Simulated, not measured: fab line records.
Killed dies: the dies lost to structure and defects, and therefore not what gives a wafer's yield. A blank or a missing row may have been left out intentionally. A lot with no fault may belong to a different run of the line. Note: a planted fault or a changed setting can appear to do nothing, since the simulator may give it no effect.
Chamber matching | flow gf180mcu | 4 sister chambers for GF_V2_CMP_26 on cmp-01
The step polishes, stops on SiO2, t overpolish 15 s, target thk 0 nm. 4 wafers are shown with their chamber, then 8 later ones without.

## WAFERS, EACH WITH ITS CHAMBER
wafer  | chamber | motor-current-A (A)
L123.1 | 1       | 11.5
L123.6 | 0       | 9.0
L132.4 | 3       | 10.7
L136.2 | 2       | 11.8

## WAFERS WITHOUT THEIR CHAMBER
wafer  | motor-current-A (A)
L136.3 | 11.6
L136.4 | 11.4
L137.4 | 9.8
L137.5 | 9.5
L137.6 | 10.8
L139.2 | 11.0
L139.3 | 9.5
L139.5 | 11.1

## CHAMBER TAKEN BY EACH
wafer  | from the rows above          | in truth
L136.3 | can't be placed: 1 or 2 or 3 | 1
L136.4 | can't be placed: 1 or 2 or 3 | 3
L137.4 | can't be placed: 0 or 3      | 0
L137.5 | can't be placed: 0 or 3      | 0
L137.6 | can't be placed: 3 or 1      | 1
L139.2 | can't be placed: 3 or 1 or 2 | 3
L139.3 | can't be placed: 0 or 3      | 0
L139.5 | can't be placed: 1 or 3 or 2 | 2
0 of 8 placed correctly. These rows do not allow placing 8 (true chamber among the candidates in 8). Wrongly placed: 0.
How it was worked out, from the rows above alone: a wafer's distance from a chamber is the root of the sum, over the readings, of the square of ((its reading less the chamber's mean) divided by the reading's scatter). If the next closest chamber is less than 2 further off than the closest, the wafer can't be placed; otherwise it belongs to the closest. For every chamber, the mean is computed from those of its wafers that are shown. The scatter: root of mean squared gap, hidden wafer to nearest shown wafer, with one shown wafer a chamber.
